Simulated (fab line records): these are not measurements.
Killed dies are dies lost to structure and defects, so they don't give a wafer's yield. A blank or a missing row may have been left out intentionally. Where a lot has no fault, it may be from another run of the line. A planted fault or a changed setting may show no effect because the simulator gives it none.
fab line records	flow sky130
record: lots: 14	wafers: 42	last_day: 50
route steps=708 shown FIELD_ISO@24 VT_ADJUST_HVTP@95 VT_ADJUST_LVTN@104
lots with no fault: from the same line, run without faults
start_h: the number of hours between the record's first day and the start of the first shown wafer of the lot	wait_h: hours since the lot's step before	" as in the row above	L1.1+2: a single row standing in for several wafers	- either no value or no given start	* or withheld: withheld	< > ~ a bound
route shown NAME@n: NAME is a module with steps in the file, n the number in the route of the first one	usual: mean/standard deviation taken from wafers without a fault	same: alike in all rows	chamber/n: place in a boat	sites: each site's reading	_std_site: standard deviation across them	_edge_site: inner sites' mean taken away from outer sites' mean	radius_mm: for every site, how far away it sits from the centre of the wafer	mask NAME#n: copy n	behind: the last tool/chamber to shape the wafer	hold: why the lot was held/for how many hours/how that ended	device: which transistor (n, p or np) failed to switch	end of line: the tests these same wafers got at the end of their route	where a step has no rows: the recipe by itself	killed: the dies lost at the first sort to structure and to defects; this is not the yield of the wafer	map: the dies of a wafer, with x for killed, . for not killed, _ for no die there
set.NAME: the setting the step ran with; set.NAME@STEP: the setting that earlier step ran with	model.NAME: the simulator's own value behind a step, which no gauge read
steps of the route over a sample of lots; a table a step, a row a wafer
services: a tool's chamber out of use, with start hour (start_h, from the record's first day; less than 0 if before it), hours out, and reason
== steps ==
step: SKY_FIELD_ISO_THK_MEAS_23
recipe: reads: SiO2_of_FIELD_ISO_OXIDATION_22
usual: FIELD_ISO_OXIDATION_01_THK: 10.01/0.22
lot.wafer	tool	chamber	start_h	wait_h	FIELD_ISO_OXIDATION_01_THK[nm]
L707.1	film_metro-02	-	33.10	0.0	9.85
L707.2	"	-	"	"	9.87
L707.5	"	-	"	"	9.92
L708.1	film_metro-02	-	35.67	0.0	9.71
L708.4	"	-	"	"	9.75
L708.5	"	-	"	"	9.79
L709.1	film_metro-01	-	43.95	0.0	9.72
L709.3	"	-	"	"	9.74
L709.5	"	-	"	"	9.96
L710.1	film_metro-02	-	49.70	0.0	10.03
L710.4	"	-	"	"	10.02
L710.5	"	-	"	"	10.07
L711.3	film_metro-02	-	54.28	0.0	9.89
L711.4	"	-	"	"	9.82
L711.6	"	-	"	"	9.96
L714.3	film_metro-02	-	69.44	0.0	10.22
L714.5	"	-	"	"	10.15
L714.6	"	-	"	"	10.10
L715.1	film_metro-01	-	75.04	0.0	10.30
L715.3	"	-	"	"	10.24
L715.5	"	-	"	"	10.05
L723.2	film_metro-01	-	115.18	0.0	9.96
L723.3	"	-	"	"	10.04
L723.4	"	-	"	"	9.76
L725.2	film_metro-03	-	132.28	0.0	10.28
L725.5	"	-	"	"	10.22
L725.6	"	-	"	"	10.06
L724.2	film_metro-03	-	133.45	0.0	10.16
L724.4	"	-	"	"	10.17
L724.5	"	-	"	"	10.27
L726.2	film_metro-01	-	133.45	0.0	10.11
L726.3	"	-	"	"	10.20
L726.5	"	-	"	"	10.10
L727.2	film_metro-02	-	138.64	0.0	9.75
L727.3	"	-	"	"	9.99
L727.5	"	-	"	"	9.86
L729.1	film_metro-02	-	147.14	0.0	10.35
L729.3	"	-	"	"	10.39
L729.6	"	-	"	"	10.39
L730.1	film_metro-01	-	152.60	0.0	9.48
L730.2	"	-	"	"	9.62
L730.4	"	-	"	"	9.62
step: SKY_VT_ADJUST_HVTP_STRIP_10
recipe: chemistry: O2/N2	power_w: 1400	pressure_mtorr: 1500	platen_temp_c: withheld	o2_flow_sccm: 3000	n2_flow_sccm: 300	overash_fraction: 0.5
usual: chamber_pressure_mTorr: 1500.0/1.3	drypump_motor_current_A: 5.6/0.48	oes_product_au: 0.715/0.0044	strip_time_to_endpoint_s: 14.19/0.036
lot.wafer	tool	chamber	start_h	wait_h	chamber_pressure_mTorr	drypump_motor_current_A	oes_product_au	rf_hours_counter_h	strip_time_to_endpoint_s
L707.1	plasma_asher-04	0	123.04	0.1	1499.6	5.1	0.717	47	14.20
L707.2	"	1	"	"	1499.6	5.7	0.716	47	14.22
L707.5	"	0	"	"	1503.6	5.1	0.714	-	14.19
L708.1	plasma_asher-04	1	126.39	0.1	1500.8	5.7	0.711	48	14.20
L708.4	"	0	"	"	1499.3	5.1	0.715	-	14.18
L708.5	"	1	"	"	1499.3	5.7	0.718	-	14.17
L709.1	plasma_asher-04	0	137.44	0.1	1499.4	5.1	0.716	49	14.14
L709.3	"	1	"	"	1500.5	5.7	0.716	-	14.16
L709.5	"	0	"	"	1501.4	5.1	0.703	-	14.14
L710.1	plasma_asher-02	1	143.47	0.1	1498.1	5.5	0.715	33	14.16
L710.4	"	1	"	"	1498.3	5.5	0.720	-	14.13
L710.5	"	1	"	"	1499.8	5.5	0.712	-	14.15
L711.3	plasma_asher-03	0	148.98	0.1	1498.9	6.5	0.719	-	14.16
L711.4	"	1	"	"	1498.1	5.0	0.710	-	14.16
L711.6	"	0	"	"	1501.2	6.5	0.718	-	14.13
L714.3	plasma_asher-03	1	167.95	0.1	1500.6	5.0	0.712	-	14.21
L714.5	"	0	"	"	1499.4	6.5	0.706	-	14.15
L714.6	"	1	"	"	1500.2	5.0	0.719	-	14.16
L715.1	plasma_asher-02	1	174.54	0.1	1499.1	5.5	0.723	36	14.21
L715.3	"	1	"	"	1501.9	5.5	0.716	-	14.23
L715.5	"	1	"	"	1501.7	5.5	0.715	-	14.20
L723.2	plasma_asher-02	1	224.17	0.1	-	-	-	-	-
L723.3	"	0	"	"	-	-	-	-	-
L723.4	"	1	"	"	-	-	-	-	-
L724.2	plasma_asher-02	1	243.99	0.1	-	-	-	-	-
L724.4	"	1	"	"	-	-	-	-	-
L724.5	"	1	"	"	-	-	-	-	-
L725.2	plasma_asher-03	0	244.34	0.1	1500.9	6.5	0.711	52	14.24
L725.5	"	0	"	"	1501.4	6.5	0.714	-	14.26
L725.6	"	1	"	"	1500.8	5.0	0.714	-	14.27
L726.2	plasma_asher-02	0	246.59	0.1	1499.0	5.7	0.721	43	14.22
L726.3	"	1	"	"	1498.6	5.5	0.717	-	14.20
L726.5	"	0	"	"	1499.1	5.7	0.716	-	14.18
L727.2	plasma_asher-03	1	251.44	0.1	1500.5	4.9	0.719	52	14.20
L727.3	"	0	"	"	1500.2	6.5	0.711	-	14.22
L727.5	"	1	"	"	1501.3	5.0	0.716	-	14.20
L729.1	plasma_asher-04	1	261.99	0.1	1498.3	5.7	0.714	61	14.15
L729.3	"	0	"	"	1500.2	5.1	0.714	-	14.18
L729.6	"	1	"	"	1500.0	5.7	0.712	-	14.21
L730.1	plasma_asher-02	0	270.24	0.1	1499.1	5.7	0.714	45	14.27
L730.2	"	1	"	"	1500.2	5.4	0.717	45	14.26
L730.4	"	1	"	"	1502.6	5.5	0.718	-	14.19
step: SKY_VT_ADJUST_LVTN_OVL_MEAS_07
usual: VT_ADJUST_LVTN_OVL: 1.2/1.3
lot.wafer	tool	chamber	start_h	wait_h	VT_ADJUST_LVTN_OVL[nm]
L707.1	overlay-02	-	142.20	-	1.2
L707.2	"	-	"	"	0.0
L707.5	"	-	"	"	-1.2
L708.1	overlay-01	-	145.05	-	-0.1
L708.4	"	-	"	"	1.1
L708.5	"	-	"	"	2.3
L709.1	overlay-01	-	156.81	-	1.8
L709.3	"	-	"	"	1.4
L709.5	"	-	"	"	2.3
L710.1	overlay-02	-	163.30	-	2.5
L710.4	"	-	"	"	2.3
L710.5	"	-	"	"	2.7
L711.3	overlay-01	-	168.56	-	2.1
L711.4	"	-	"	"	2.8
L711.6	"	-	"	"	3.5
L714.3	overlay-01	-	188.11	-	1.2
L714.5	"	-	"	"	0.3
L714.6	"	-	"	"	4.3
L715.1	overlay-01	-	194.89	-	2.8
L715.3	"	-	"	"	1.1
L715.5	"	-	"	"	0.4
L723.2	overlay-01	-	247.35	-	1.4
L723.3	"	-	"	"	3.5
L723.4	"	-	"	"	1.2
L724.2	overlay-01	-	267.32	-	0.7
L724.4	"	-	"	"	1.8
L724.5	"	-	"	"	0.8
L725.2	overlay-02	-	268.10	-	3.2
L725.5	"	-	"	"	2.5
L725.6	"	-	"	"	0.3
L726.2	overlay-02	-	271.12	-	-1.1
L726.3	"	-	"	"	-0.8
L726.5	"	-	"	"	1.3
L727.2	overlay-01	-	275.77	-	-0.3
L727.3	"	-	"	"	2.0
L727.5	"	-	"	"	-0.5
L729.1	overlay-02	-	286.50	-	1.6
L729.3	"	-	"	"	-0.1
L729.6	"	-	"	"	0.2
L730.1	overlay-01	-	295.33	-	1.8
L730.2	"	-	"	"	-0.5
L730.4	"	-	"	"	-0.1
step: SKY_VT_ADJUST_LVTN_STRIP_09
recipe: chemistry: O2/N2	power_w: 1400	pressure_mtorr: 1500	platen_temp_c: withheld	o2_flow_sccm: 3000	n2_flow_sccm: 300	overash_fraction: 0.5
usual: chamber_pressure_mTorr: 1499.8/1.3	drypump_motor_current_A: 5.6/0.44	oes_product_au: 0.722/0.0043	strip_time_to_endpoint_s: 36.95/0.13
lot.wafer	tool	chamber	start_h	wait_h	chamber_pressure_mTorr	drypump_motor_current_A	oes_product_au	rf_hours_counter_h	strip_time_to_endpoint_s
L707.1	plasma_asher-04	0	142.38	0.1	1501.8	5.1	0.715	49	36.92
L707.2	"	1	"	"	1499.7	5.7	0.731	49	37.03
L707.5	"	1	"	"	1500.6	5.7	0.715	-	36.94
L708.1	plasma_asher-04	1	145.23	0.1	1499.3	5.7	0.723	50	36.79
L708.4	"	0	"	"	1499.4	5.1	0.720	-	36.78
L708.5	"	1	"	"	1501.1	5.7	0.720	-	36.72
L709.1	plasma_asher-01	1	157.00	0.1	1500.5	5.5	0.718	4	37.01
L709.3	"	1	"	"	1502.3	5.5	0.715	-	37.02
L709.5	"	0	"	"	1501.3	5.8	0.725	-	37.07
L710.1	plasma_asher-01	1	163.48	0.1	1498.7	5.5	0.723	5	36.96
L710.4	"	1	"	"	1499.1	5.5	0.723	-	36.98
L710.5	"	0	"	"	1502.6	5.8	0.720	-	36.91
L711.3	plasma_asher-04	1	168.77	0.1	1500.9	5.7	0.722	-	36.87
L711.4	"	0	"	"	1500.4	5.1	0.728	-	36.77
L711.6	"	1	"	"	1500.0	5.7	0.722	-	36.79
L714.3	plasma_asher-04	1	188.32	0.1	1496.8	5.8	0.721	-	36.81
L714.5	"	0	"	"	1499.5	5.2	0.725	-	36.83
L714.6	"	1	"	"	1501.8	5.7	0.722	-	36.85
L715.1	plasma_asher-03	1	195.07	0.1	1500.7	5.0	0.716	47	36.80
L715.3	"	0	"	"	1499.8	6.5	0.717	-	36.81
L715.5	"	1	"	"	1500.6	5.0	0.716	-	36.78
L723.2	plasma_asher-04	1	247.53	0.1	1500.8	5.7	0.727	59	53.82
L723.3	"	0	"	"	1502.6	5.1	0.735	-	53.89
L723.4	"	1	"	"	1501.7	5.7	0.726	-	53.80
L724.2	plasma_asher-01	1	267.50	0.1	1499.6	5.5	0.724	15	54.06
L724.4	"	0	"	"	1502.6	5.8	0.728	-	54.09
L724.5	"	0	"	"	1498.1	5.8	0.729	-	53.92
L725.2	plasma_asher-01	0	268.28	0.1	1500.1	5.8	0.719	15	36.82
L725.5	"	0	"	"	1497.7	5.8	0.723	-	36.82
L725.6	"	1	"	"	1499.0	5.5	0.723	-	36.82
L726.2	plasma_asher-03	0	271.30	0.1	1500.2	6.5	0.720	54	37.03
L726.3	"	0	"	"	1501.0	6.5	0.715	-	37.03
L726.5	"	1	"	"	1502.4	5.0	0.723	-	37.11
L727.2	plasma_asher-04	1	275.95	0.1	1500.9	5.7	0.724	62	37.17
L727.3	"	0	"	"	1499.4	5.1	0.723	-	37.19
L727.5	"	0	"	"	1501.0	5.1	0.713	-	37.07
L729.1	plasma_asher-01	1	286.68	0.1	1497.1	5.5	0.721	17	37.01
L729.3	"	0	"	"	1500.4	5.8	0.717	-	36.99
L729.6	"	0	"	"	1498.6	5.8	0.720	-	37.00
L730.1	plasma_asher-01	0	295.52	0.1	1499.6	5.8	0.723	18	37.17
L730.2	"	1	"	"	1498.8	5.5	0.722	18	37.11
L730.4	"	1	"	"	1500.6	5.5	0.719	-	37.07
step: SKY_VT_ADJUST_LVTN_TW_MEAS_10
usual: VT_ADJUST_LVTN_TW: 242/4.3
lot.wafer	tool	chamber	start_h	wait_h	VT_ADJUST_LVTN_TW
L707.1	film_metro-01	-	142.48	0.1	246
L707.2	"	-	"	"	245
L707.5	"	-	"	"	248
L708.1	film_metro-04	-	145.33	0.1	238
L708.4	"	-	"	"	237
L708.5	"	-	"	"	237
L709.1	film_metro-03	-	157.10	0.1	245
L709.3	"	-	"	"	245
L709.5	"	-	"	"	245
L710.1	film_metro-03	-	163.58	0.1	244
L710.4	"	-	"	"	244
L710.5	"	-	"	"	245
L711.3	film_metro-03	-	168.85	0.1	243
L711.4	"	-	"	"	243
L711.6	"	-	"	"	242
L714.3	film_metro-01	-	188.40	0.1	248
L714.5	"	-	"	"	248
L714.6	"	-	"	"	249
L715.1	film_metro-03	-	195.17	0.1	242
L715.3	"	-	"	"	243
L715.5	"	-	"	"	243
L723.2	film_metro-04	-	247.64	0.1	30
L723.3	"	-	"	"	29
L723.4	"	-	"	"	29
L724.2	film_metro-04	-	267.61	0.1	30
L724.4	"	-	"	"	30
L724.5	"	-	"	"	30
L725.2	film_metro-01	-	268.39	0.1	246
L725.5	"	-	"	"	247
L725.6	"	-	"	"	247
L726.2	film_metro-01	-	271.41	0.1	248
L726.3	"	-	"	"	247
L726.5	"	-	"	"	246
L727.2	film_metro-03	-	276.06	0.1	242
L727.3	"	-	"	"	242
L727.5	"	-	"	"	242
L729.1	film_metro-01	-	286.78	0.1	248
L729.3	"	-	"	"	246
L729.6	"	-	"	"	247
L730.1	film_metro-04	-	295.62	0.1	239
L730.2	"	-	"	"	237
L730.4	"	-	"	"	238
step: SKY_VT_ADJUST_LVTN_STRIP_20
recipe: chemistry: O2/N2	power_w: 1400	pressure_mtorr: 1500	platen_temp_c: withheld	o2_flow_sccm: 3000	n2_flow_sccm: 300	overash_fraction: 0.5
usual: chamber_pressure_mTorr: 1500.0/1.4	drypump_motor_current_A: 5.7/0.56	oes_product_au: 0.716/0.0045	strip_time_to_endpoint_s: 14.20/0.044
lot.wafer	tool	chamber	start_h	wait_h	chamber_pressure_mTorr	drypump_motor_current_A	oes_product_au	rf_hours_counter_h	strip_time_to_endpoint_s
L707.1	plasma_asher-01	0	162.27	0.1	1500.9	5.8	0.721	4	14.22
L707.2	"	1	"	"	1499.4	5.5	0.718	4	14.17
L707.5	"	1	"	"	1500.1	5.5	0.714	-	14.19
L708.1	plasma_asher-01	1	165.20	0.1	1501.3	5.5	0.726	5	14.12
L708.4	"	0	"	"	1501.2	5.8	0.712	-	14.15
L708.5	"	1	"	"	1498.7	5.5	0.714	-	14.21
L709.1	plasma_asher-03	0	176.98	0.1	1500.6	6.5	0.719	45	14.22
L709.3	"	1	"	"	1500.3	5.0	0.715	-	14.20
L709.5	"	1	"	"	1498.7	5.0	0.724	-	14.26
L710.1	plasma_asher-04	1	183.75	0.1	1500.8	5.7	0.714	53	14.24
L710.4	"	0	"	"	1501.2	5.1	0.720	-	14.23
L710.5	"	0	"	"	1499.8	5.2	0.714	-	14.22
L711.3	plasma_asher-03	0	189.68	0.1	1501.6	6.5	0.714	-	14.13
L711.4	"	1	"	"	1501.5	5.0	0.716	-	14.16
L711.6	"	0	"	"	1499.4	6.5	0.718	-	14.20
L714.3	plasma_asher-04	0	210.62	0.1	1499.3	5.1	0.729	-	14.14
L714.5	"	0	"	"	1500.7	5.1	0.718	-	14.13
L714.6	"	1	"	"	1497.9	5.7	0.719	-	14.12
L715.1	plasma_asher-03	1	217.20	0.1	1499.6	5.0	0.715	49	14.22
L715.3	"	0	"	"	1503.4	6.5	0.711	-	14.22
L715.5	"	1	"	"	1497.9	5.0	0.726	-	14.24
L723.2	plasma_asher-04	1	271.92	0.1	1501.2	5.7	0.707	61	14.18
L723.3	"	1	"	"	1501.0	5.7	0.713	-	14.20
L723.4	"	0	"	"	1497.9	5.1	0.717	-	14.20
L724.2	plasma_asher-03	1	291.80	0.1	1501.6	5.0	0.716	57	14.18
L724.4	"	1	"	"	1501.4	5.0	0.718	-	14.21
L724.5	"	1	"	"	1497.9	5.0	0.720	-	14.17
L725.2	plasma_asher-03	0	293.53	0.1	1500.2	6.5	0.706	57	14.09
L725.5	"	0	"	"	1500.8	6.5	0.716	-	14.12
L725.6	"	1	"	"	1502.2	5.0	0.718	-	14.16
L726.2	plasma_asher-01	0	296.17	0.1	1501.2	5.8	0.724	19	14.16
L726.3	"	1	"	"	1500.3	5.5	0.718	-	14.16
L726.5	"	0	"	"	1502.1	5.8	0.710	-	14.15
L727.2	plasma_asher-01	0	301.32	0.1	1501.5	5.8	0.720	19	14.25
L727.3	"	0	"	"	1500.0	5.8	0.714	-	14.17
L727.5	"	1	"	"	1498.9	5.5	0.720	-	14.19
L729.1	plasma_asher-03	1	312.38	0.1	1498.6	5.0	0.716	60	14.27
L729.3	"	1	"	"	1501.8	5.0	0.714	-	14.22
L729.6	"	1	"	"	1502.2	5.0	0.712	-	14.21
L730.1	plasma_asher-03	0	320.90	0.1	1498.8	6.5	0.713	60	14.14
L730.2	"	1	"	"	1496.2	5.0	0.720	60	14.15
L730.4	"	1	"	"	1500.0	5.0	0.713	-	14.18
== services ==
tool	chamber	start_h	hours	kind
plasma_asher-01	-	108.75	9.0	pm
plasma_asher-01	0	108.75	9.0	vent_cycle
plasma_asher-01	1	108.75	9.0	vent_cycle
plasma_asher-01	0	117.75	-	clean
plasma_asher-01	1	117.75	-	clean
plasma_asher-02	-	120.56	6.3	repair
plasma_asher-03	-	126.28	1.9	repair
plasma_asher-01	-	135.47	1.9	repair
plasma_asher-03	-	141.47	4.1	repair
plasma_asher-04	-	179.45	3.2	repair
plasma_asher-04	-	188.82	1.0	repair
plasma_asher-03	-	248.73	0.6	repair
plasma_asher-04	-	255.45	0.8	repair
plasma_asher-04	-	277.09	31.9	repair
== key ==
first_sign: step: SKY_VT_ADJUST_HVTP_STRIP_10	reading: tool_record	direction: missing
effect: step: SKY_VT_ADJUST_LVTN_STRIP_09	reading: strip_time_to_endpoint_s	direction: up	sigmas: 99+	usual: *	struck: *
effect: step: SKY_VT_ADJUST_LVTN_TW_MEAS_10	reading: VT_ADJUST_LVTN_TW	direction: down	sigmas: 50	usual: 242	struck: 30
met_at SKY_VT_ADJUST_HVTP_STRIP_10
struck_lots L723,L724
sort_left_out L723.2,L723.3,L723.4,L724.2,L724.4,L724.5
tester_left_out L723,L724
not_acting_at SKY_FIELD_ISO_THK_MEAS_23,SKY_VT_ADJUST_LVTN_OVL_MEAS_07,SKY_VT_ADJUST_LVTN_STRIP_20
onset_between 174.54 224.17
fault: kind: skipped_step_whole	tool: plasma_asher-02	chamber: -	onset_h: 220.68	steps: SKY_VT_ADJUST_HVTP_STRIP_10	scope: struck_lots_only
tester_left_out: of these lots the tester's yield and bins aren't shown, on N5 and GAA mostly nor the transistor test; their killed dies are dies lost to structure and defects alone, not to doping, threshold or leakage, so they don't give the yield
sort_left_out: the simulated sort isn't trusted on such a fault, so these wafers' sort isn't shown, and their yield isn't known
